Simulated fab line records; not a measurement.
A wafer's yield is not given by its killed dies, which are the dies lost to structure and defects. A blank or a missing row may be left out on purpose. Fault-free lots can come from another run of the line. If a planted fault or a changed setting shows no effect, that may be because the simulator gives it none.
A lot that was struck, set against a sound lot / flow gf180mcu / 14 steps out of a route of 602
Sound: these wafers, L789.3, L789.4, L789.6. Struck: wafer L798.6. (L798.1 of the same lot was not struck and is left out.) The cause comes at the end.
Each step with rows lists, per side, the tool, then ch with its chambers, then its first start. Under that, the readings that differ: sound wafers / struck wafers / difference of the means / sigmas: that difference in standard deviations of wafers without a fault.
alike: readings with means less than 2 such deviations apart, plus words and numbers identical on both sides. not compared: withheld readings, readings lacking a value on some wafer, bounds such as >300 that could conceal the same value, and numbers that have no deviation in the record and whose values overlap.
Wherever a step has rows on one side only, a row that says differs or no value, or a row with sigmas, the two part there. Non-overlapping numbers with no deviation appear without sigmas and do not part them. Lack of a reading on every wafer of one side parts them only where that side has two or more wafers.

first, 4 steps without rows for these wafers: GF_V1_SOFTBAKE_10 (time 60 s); GF_V1_EXPOSE_11 (exposes mask Via1, target cd 260 nm); GF_V1_PEB_12 (peb time 90 s); GF_V1_DEVELOP_13 (develop time 60 s).
GF_V1_CD_MEAS_14 targets a cd of 260 nm.
  sound: cd sem-01 at day 20 00:19; struck: cd sem-02 at day 23 16:23
reading=cd nm (nm); sound=257.1 258.2 258.1; struck=261.0; difference=+3.2; sigmas=+2
GF_V1_OVL_MEAS_15:
  sound: overlay-02 at day 20 00:24; struck: overlay-02 at day 23 16:31
  alike: V1_OVL
GF_V1_ETCH_16: etches BARC in N2/H2.
  sound on rie diel-04 ch 0,2, day 20 00:25; struck on rie diel-02 ch 2, day 23 16:32
reading=throttle valve pct (%); sound=13.224 13.213 13.208; struck=13.234; difference=+0.019; sigmas=+2
  alike: bias w, drypump motor current A, oes product au
GF_V1_ETCH_17: etches SiO2 in C4F8/O2/Ar, stops on TiN, target depth 630 nm.
  sound: rie diel-04 ch 0,2; struck: rie diel-02 ch 2
reading=bias w (W); sound=1205 1201 1203; struck=1192; difference=-11; sigmas=-3
  alike: oes product au
GF_V1_STRIP_18: strips in O2/N2.
  sound on plasma asher-02 ch 0,1, day 20 00:35; struck on plasma asher-01 ch 1, day 23 16:40
reading=drypump motor current A (A); sound=6.8 5.4 6.7; struck=5.3; difference=-1.0; sigmas=-2
reading=oes product au (a.u.); sound=0.596 0.589 0.587; struck=0.579; difference=-0.012; sigmas=-2
  alike: heater power w
  not compared: rf hours counter h
then, 2 steps without rows for these wafers: GF_V1_STRIP_19 (strips in post etch residue remover, time 1200 s); GF_V1_CLEAN_20 (cleans in DIW).
GF_V1_SPUTTER_21: material Ti, target thk 15 nm, time 80.02 s.
  sound: pvd sputter-03 at day 20 01:05; struck: pvd sputter-01 at day 23 17:12
  alike: throttle valve pct
GF_V1_SPUTTER_22: material TiN, target thk 10 nm, time 40 s.
  sound: pvd sputter-03 at day 20 01:10; struck: pvd sputter-01 at day 23 17:16
reading=model.TiN_of_V1_SPUTTER_22.thk nm (nm); sound=10.14 10.31 10.01; struck=9.651; difference=-0.502; sigmas=
  alike: throttle valve pct
GF_V1_CVD_23: deposits W, target thk 350 nm, time 105.05 s.
  sound on cvd w-01 ch 0,1, day 20 01:14; struck on cvd w-02 ch 0, day 23 17:18
reading=heater power w (W); sound=883 806 819; struck=963; difference=+127; sigmas=+3
  not compared: since wet clean h

WHERE THEY PART
First at GF_V1_CD_MEAS_14; last, within this record, at GF_V1_CVD_23.

WHY: whatever the simulator had introduced
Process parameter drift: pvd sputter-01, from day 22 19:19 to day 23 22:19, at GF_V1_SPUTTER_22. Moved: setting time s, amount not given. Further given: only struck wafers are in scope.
